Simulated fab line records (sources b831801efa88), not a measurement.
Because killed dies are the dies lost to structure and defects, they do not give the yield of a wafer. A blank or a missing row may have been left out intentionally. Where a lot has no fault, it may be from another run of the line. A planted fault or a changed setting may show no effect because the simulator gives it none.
Check for tools in common :: flow gf180mcu :: Sampled: 13 lots, 39 wafers

== WHY IT WAS OPENED ==
At GF_M4_CD_MEAS_14 the reading cd nm is flagged on 2 of 13 lots. Wafers without a fault read 280.0 nm, standard deviation 1.2.
Rule: a lot is flagged in two cases, either no wafer of it has a number, or all its wafers with numbers fall more than 4 standard deviations from that mean. As for the other lots, they are considered sound.

lot: L345
measured: day 22 15:43
on: cd sem-01
cd nm (nm), wafer by wafer: 279.6 279.0 278.2
flag: 

lot: L346
measured: day 22 19:52
on: cd sem-01
cd nm (nm), wafer by wafer: 279.1 279.0 278.8
flag: 

lot: L347
measured: day 23 16:27
on: cd sem-02
cd nm (nm), wafer by wafer: 280.1 279.8 279.5
flag: 

lot: L349
measured: day 23 23:29
on: cd sem-02
cd nm (nm), wafer by wafer: 279.9 279.8 279.6
flag: 

lot: L352
measured: day 26 21:12
on: cd sem-01
cd nm (nm), wafer by wafer: 280.2 278.8 280.1
flag: 

lot: L353
measured: day 26 22:11
on: cd sem-01
cd nm (nm), wafer by wafer: 279.4 279.1 278.6
flag: 

lot: L355
measured: day 27 00:51
on: cd sem-02
cd nm (nm), wafer by wafer: 280.4 279.8 281.4
flag: 

lot: L354
measured: day 27 01:55
on: cd sem-02
cd nm (nm), wafer by wafer: 278.9 279.5 280.6
flag: 

lot: L358
measured: day 27 18:28
on: cd sem-01
cd nm (nm), wafer by wafer: 278.5 278.9 279.5
flag: 

lot: L360
measured: day 28 13:38
on: cd sem-02
cd nm (nm), wafer by wafer: 281.5 280.5 281.6
flag: 

lot: L361
measured: day 28 17:50
on: cd sem-01
cd nm (nm), wafer by wafer: 279.0 278.1 278.1
flag: 

lot: L366
measured: day 30 09:14
on: cd sem-01
cd nm (nm), wafer by wafer: 287.1 286.0 285.7
flag: FLAGGED

lot: L368
measured: day 30 19:20
on: cd sem-02
cd nm (nm), wafer by wafer: 285.6 285.8 286.0
flag: FLAGGED
On average the flagged lots' numbers are 286.0 nm, which is +6.0 nm against the usual, or +5 standard deviations.

== LOT BY LOT: THE TOOL USED ==
Before the reading, the record contains 2 process steps out of a 602-step route. Cell contents, in order: the tool; ch with the chambers the sampled wafers went through; the start.
lot: L345
flag: 
GF_M4_SPUTTER_01: pvd sputter-03, day 21 15:46
GF_M4_SOFTBAKE_10: litho track-02 ch 0, day 22 03:33

lot: L346
flag: 
GF_M4_SPUTTER_01: pvd sputter-03, day 21 20:11
GF_M4_SOFTBAKE_10: litho track-03 ch 0, day 22 08:20

lot: L347
flag: 
GF_M4_SPUTTER_01: pvd sputter-01, day 22 17:53
GF_M4_SOFTBAKE_10: litho track-03 ch 0, day 23 05:13

lot: L349
flag: 
GF_M4_SPUTTER_01: pvd sputter-02, day 23 01:17
GF_M4_SOFTBAKE_10: litho track-03 ch 0, day 23 12:25

lot: L352
flag: 
GF_M4_SPUTTER_01: pvd sputter-02, day 26 01:14
GF_M4_SOFTBAKE_10: litho track-01 ch 0, day 26 11:25

lot: L353
flag: 
GF_M4_SPUTTER_01: pvd sputter-02, day 26 03:05
GF_M4_SOFTBAKE_10: litho track-02 ch 0, day 26 12:33

lot: L355
flag: 
GF_M4_SPUTTER_01: pvd sputter-03, day 26 04:56
GF_M4_SOFTBAKE_10: litho track-03 ch 0, day 26 14:43

lot: L354
flag: 
GF_M4_SPUTTER_01: pvd sputter-02, day 26 05:56
GF_M4_SOFTBAKE_10: litho track-01 ch 0, day 26 15:49

lot: L358
flag: 
GF_M4_SPUTTER_01: pvd sputter-01, day 26 22:13
GF_M4_SOFTBAKE_10: litho track-01 ch 0, day 27 08:22

lot: L360
flag: 
GF_M4_SPUTTER_01: pvd sputter-02, day 27 18:20
GF_M4_SOFTBAKE_10: litho track-01 ch 0, day 28 03:56

lot: L361
flag: 
GF_M4_SPUTTER_01: pvd sputter-03, day 27 23:59
GF_M4_SOFTBAKE_10: litho track-03 ch 0, day 28 08:56

lot: L366
flag: FLAGGED
GF_M4_SPUTTER_01: pvd sputter-02, day 29 15:07
GF_M4_SOFTBAKE_10: litho track-01 ch 0, day 29 23:44

lot: L368
flag: FLAGGED
GF_M4_SPUTTER_01: pvd sputter-02, day 30 01:41
GF_M4_SOFTBAKE_10: litho track-01 ch 0, day 30 10:41
These steps, and what they do:
- GF_M4_SPUTTER_01: material TiN, target thk 30 nm, time 25 s.
- GF_M4_SOFTBAKE_10: time 60 s.
- GF_M4_CD_MEAS_14: target cd 280 nm.

== FLAGGED AGAINST TOTAL, ONE TOOL AT A TIME (gauges that did the reading follow at the end) ==
step: GF_M4_SPUTTER_01
tool: pvd sputter-01
lots run: 2
flagged: 0
share of the flagged lots: none
sound lots run after its first flagged lot: -

step: GF_M4_SPUTTER_01
tool: pvd sputter-02
lots run: 7
flagged: 2
share of the flagged lots: all
sound lots run after its first flagged lot: 0

step: GF_M4_SPUTTER_01
tool: pvd sputter-03
lots run: 4
flagged: 0
share of the flagged lots: none
sound lots run after its first flagged lot: -

step: GF_M4_SOFTBAKE_10
tool: litho track-01
lots run: 6
flagged: 2
share of the flagged lots: all
sound lots run after its first flagged lot: 0

step: GF_M4_SOFTBAKE_10
tool: litho track-02
lots run: 2
flagged: 0
share of the flagged lots: none
sound lots run after its first flagged lot: -

step: GF_M4_SOFTBAKE_10
tool: litho track-03
lots run: 5
flagged: 0
share of the flagged lots: none
sound lots run after its first flagged lot: -

step: GF_M4_CD_MEAS_14
tool: cd sem-01
lots run: 7
flagged: 1
share of the flagged lots: some
sound lots run after its first flagged lot: 0

step: GF_M4_CD_MEAS_14
tool: cd sem-02
lots run: 6
flagged: 1
share of the flagged lots: some
sound lots run after its first flagged lot: 0

== THE TABLE: WHAT IT ALLOWS ==
pvd sputter-02 at GF_M4_SPUTTER_01 and litho track-01 at GF_M4_SOFTBAKE_10 are the 2 rows of the table that ran each flagged lot.
- pvd sputter-02 at GF_M4_SPUTTER_01 ran 7 lots, 2 of them flagged. A fault beginning between L360 (day 27 18:20), its last sound lot, and L366 (day 29 15:07), its first flagged one, fits the data.
- litho track-01 at GF_M4_SOFTBAKE_10 ran 6 lots, 2 of them flagged. A fault beginning between L360 (day 28 03:56), its last sound lot, and L366 (day 29 23:44), its first flagged one, fits the data. Its own readings (heater power total W, plate temp C) fall more than 4 standard deviations out on all wafers of the flagged lots.
Counting lots can't tell these 2 tools apart, because each fits a fault that began at some hour. More lots, or a look at what each step does to the wafer, might.

== WHAT WAS PUT IN BY THE SIMULATOR ==
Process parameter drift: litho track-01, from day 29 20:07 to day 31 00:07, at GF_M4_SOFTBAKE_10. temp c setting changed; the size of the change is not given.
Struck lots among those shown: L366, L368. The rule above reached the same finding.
